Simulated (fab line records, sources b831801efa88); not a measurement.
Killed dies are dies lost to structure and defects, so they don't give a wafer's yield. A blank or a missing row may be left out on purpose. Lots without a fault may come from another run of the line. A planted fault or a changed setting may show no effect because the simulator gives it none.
A struck lot beside a sound one | flow gf180mcu | 18 steps out of a route of 602
Sound: wafers L739.1, L739.2, L739.6. Struck: wafers L752.2, L752.6. The cause comes at the end.
At each step with rows: each side's tool, then ch and its chambers, then its first start. Under that, the readings that differ: sound wafers | struck wafers | difference of the means | sigmas: that difference in standard deviations of wafers without a fault.
alike: readings whose means differ by less than 2 such deviations, and words and numbers that are the same on both sides. not compared: withheld readings, readings that some wafer has no value for, bounds like >300 that may hide the same value, and numbers for which the record gives no deviation and whose values overlap.
The two part at a step that has a row with sigmas, a row that says differs or no value, or rows on one side only. Numbers that don't overlap but have no deviation are shown without sigmas and don't part them. A reading that every wafer of one side lacks parts them only if that side has two wafers or more.

first, 2 steps without rows for these wafers: GF_CONTACT_PEB_12 (peb time 90 s); GF_CONTACT_DEVELOP_13 (develop time 60 s).
GF_CONTACT_CD_MEAS_14: target cd 220 nm.
  sound on cd_sem-01, day 19 16:49; struck on cd_sem-01, day 24 03:24
  alike: cd_nm
GF_CONTACT_OVL_MEAS_15:
  sound on overlay-02, day 19 16:56; struck on overlay-01, day 24 03:30
  alike: CONTACT_OVL
GF_CONTACT_ETCH_16: etches BARC in N2/H2.
  sound on rie_diel-01 ch 0,1,3, day 19 16:58; struck on rie_diel-04 ch 1,2, day 24 03:32
  alike: drypump_motor_current_A, h2_flow_sccm, oes_product_au, throttle_valve_pct
GF_CONTACT_ETCH_17: etches SiO2 in C4F8/O2/Ar, stops on CoSi2, target depth 860 nm.
  sound on rie_diel-01 ch 0,1,3; struck on rie_diel-04 ch 1,2
  alike: oes_product_au
GF_CONTACT_STRIP_18: strips in O2/N2.
  sound on plasma_asher-04 ch 0,1, day 19 17:08; struck on plasma_asher-02 ch 0, day 24 03:41
  alike: drypump_motor_current_A, heater_power_w, o2_flow_sccm, oes_product_au
  not compared: rf_hours_counter_h
then, 4 steps without rows for these wafers: GF_CONTACT_CLEAN_19 (cleans in SPM); GF_CONTACT_CLEAN_20 (cleans in DIW); GF_CONTACT_CLEAN_21 (cleans in dHF, time 20 s); GF_CONTACT_SPUTTER_22 (material Ti, target thk 15 nm, time 80.02 s).
GF_CONTACT_SPUTTER_23: material TiN, target thk 10 nm, time 40 s.
  sound on pvd_sputter-02, day 19 17:29; struck on pvd_sputter-03, day 24 04:03
  alike: throttle_valve_pct
GF_CONTACT_CVD_24: deposits W, target thk 300 nm, time 90.339 s.
  sound on cvd_w-01 ch 0,1, day 19 17:31; struck on cvd_w-02 ch 0, day 24 04:05
  reading                               | sound         | struck      | difference | sigmas
  model.W_of_CONTACT_CVD_24.thk_nm (nm) | 302.4 299 298 | 249.8 248.6 | -50.6      |
  alike: heater_power_w
GF_CONTACT_RS_MEAS_25: measures by four-point-probe.
  sound on film_metro-01, day 19 17:37; struck on film_metro-03, day 24 04:13
  reading               | sound             | struck      | difference | sigmas
  CONTACT_W_RS (ohm/sq) | 0.380 0.383 0.384 | 0.460 0.462 | +0.079     | +17
GF_CONTACT_THK_MEAS_26: measures by xrf.
  sound on film_metro-01, day 19 17:44; struck on film_metro-03, day 24 04:19
  reading            | sound       | struck  | difference | sigmas
  CONTACT_W_THK (nm) | 303 300 298 | 248 246 | -53        | -11
GF_CONTACT_CMP_27: polishes, stops on SiO2, t overpolish 15 s, target thk 0 nm.
  sound on cmp-01 ch 0,1,3, day 19 17:51; struck on cmp-02 ch 0,1, day 24 04:31
  reading                | sound    | struck | difference | sigmas
  time_to_endpoint_s (s) | 73 73 71 | 61 61  | -11        | -3
  alike: motor_current_A
GF_M1_SPUTTER_00: material Ti, target thk 37.5 nm, time 150 s.
  sound on pvd_sputter-01, day 19 18:06; struck on pvd_sputter-02, day 24 04:40
  alike: throttle_valve_pct
GF_PASSIVATION_PROBE_99:
  the record has rows for the sound wafers here (prober-02, day 31 20:24) and none for the struck ones

WHERE THEY PART
First at GF_CONTACT_RS_MEAS_25; last, within this record, at GF_PASSIVATION_PROBE_99.

WHY: what the simulator had put in
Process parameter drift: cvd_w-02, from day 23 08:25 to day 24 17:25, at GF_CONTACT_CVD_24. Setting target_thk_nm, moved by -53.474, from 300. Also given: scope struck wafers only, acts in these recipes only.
